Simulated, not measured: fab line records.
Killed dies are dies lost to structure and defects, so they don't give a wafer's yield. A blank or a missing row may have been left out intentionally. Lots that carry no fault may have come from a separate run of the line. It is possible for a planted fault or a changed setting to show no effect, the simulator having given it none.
Chamber matching / flow sky130 / SKY_VIA4_CMP_02 on cmp-01 has 4 sister chambers
The step polishes SiO2. 36 wafers are shown with their chamber, then 12 later ones without.

== WAFERS PAIRED WITH THEIR CHAMBERS ==
wafer=L074.1; chamber=2; motor current A (A)=13.6
wafer=L074.3; chamber=0; motor current A (A)=13.9
wafer=L074.5; chamber=2; motor current A (A)=13.5
wafer=L076.3; chamber=0; motor current A (A)=13.1
wafer=L076.4; chamber=1; motor current A (A)=13.1
wafer=L076.6; chamber=0; motor current A (A)=13.7
wafer=L076.1; chamber=2; motor current A (A)=12.7
wafer=L076.2; chamber=3; motor current A (A)=12.9
wafer=L076.5; chamber=1; motor current A (A)=12.6
wafer=L077.2; chamber=2; motor current A (A)=12.6
wafer=L077.3; chamber=0; motor current A (A)=13.2
wafer=L077.5; chamber=0; motor current A (A)=13.6
wafer=L079.1; chamber=2; motor current A (A)=13.2
wafer=L079.2; chamber=1; motor current A (A)=13.1
wafer=L079.4; chamber=0; motor current A (A)=14.0
wafer=L080.2; chamber=2; motor current A (A)=13.4
wafer=L080.3; chamber=1; motor current A (A)=13.1
wafer=L080.4; chamber=0; motor current A (A)=13.6
wafer=L082.1; chamber=2; motor current A (A)=13.1
wafer=L082.2; chamber=3; motor current A (A)=12.7
wafer=L082.3; chamber=1; motor current A (A)=12.8
wafer=L082.4; chamber=0; motor current A (A)=13.7
wafer=L082.5; chamber=3; motor current A (A)=12.4
wafer=L082.6; chamber=0; motor current A (A)=12.5
wafer=L084.1; chamber=0; motor current A (A)=13.2
wafer=L084.3; chamber=1; motor current A (A)=13.5
wafer=L084.5; chamber=3; motor current A (A)=12.4
wafer=L085.1; chamber=1; motor current A (A)=13.1
wafer=L085.3; chamber=2; motor current A (A)=13.1
wafer=L085.5; chamber=3; motor current A (A)=12.3
wafer=L087.4; chamber=3; motor current A (A)=12.9
wafer=L087.5; chamber=0; motor current A (A)=12.8
wafer=L087.6; chamber=3; motor current A (A)=12.9
wafer=L088.1; chamber=2; motor current A (A)=13.1
wafer=L088.3; chamber=1; motor current A (A)=12.8
wafer=L088.6; chamber=1; motor current A (A)=13.6

SIGNATURES (averages over the wafers above)
reading=motor current A; chamber 0=13.391; chamber 1=13.078; chamber 2=13.144; chamber 3=12.643; scatter within a chamber=0.37
Rule: distance of a wafer from a chamber = root of the sum over the readings of ((wafer's reading minus chamber's mean) / reading's scatter) squared. If the next closest chamber is less than 2 further off than the closest, the wafer can't be placed; otherwise it belongs to the closest. How the scatter is found: for the shown wafers, subtract from each reading the mean of its chamber, square and add these, divide the total by (wafers less chambers), then take the root.

== WAFERS WITH NO CHAMBER GIVEN ==
wafer=L092.1; motor current A (A)=14.1
wafer=L092.2; motor current A (A)=12.4
wafer=L092.6; motor current A (A)=13.6
wafer=L092.3; motor current A (A)=13.1
wafer=L092.4; motor current A (A)=12.9
wafer=L092.5; motor current A (A)=13.4
wafer=L093.3; motor current A (A)=13.5
wafer=L093.4; motor current A (A)=12.8
wafer=L093.6; motor current A (A)=13.2
wafer=L095.1; motor current A (A)=12.9
wafer=L095.4; motor current A (A)=12.6
wafer=L095.6; motor current A (A)=12.6

== THE CHAMBER EACH PASSED THROUGH ==
wafer=L092.1; from the rows above=can't be placed: 0 or 2 or 1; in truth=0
wafer=L092.2; from the rows above=can't be placed: 3 or 1 or 2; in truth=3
wafer=L092.6; from the rows above=can't be placed: 0 or 2 or 1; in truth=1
wafer=L092.3; from the rows above=can't be placed: 1 or 2 or 0 or 3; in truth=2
wafer=L092.4; from the rows above=can't be placed: 1 or 2 or 3 or 0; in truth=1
wafer=L092.5; from the rows above=can't be placed: 0 or 2 or 1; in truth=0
wafer=L093.3; from the rows above=can't be placed: 0 or 2 or 1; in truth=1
wafer=L093.4; from the rows above=can't be placed: 3 or 1 or 2 or 0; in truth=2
wafer=L093.6; from the rows above=can't be placed: 2 or 1 or 0 or 3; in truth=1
wafer=L095.1; from the rows above=can't be placed: 1 or 2 or 3 or 0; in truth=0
wafer=L095.4; from the rows above=can't be placed: 3 or 1 or 2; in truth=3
wafer=L095.6; from the rows above=can't be placed: 3 or 1 or 2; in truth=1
Placed correctly: 0 of 12. Unplaceable from these rows: 12, with the true chamber sitting among the candidates in 12. Wrongly placed: 0.
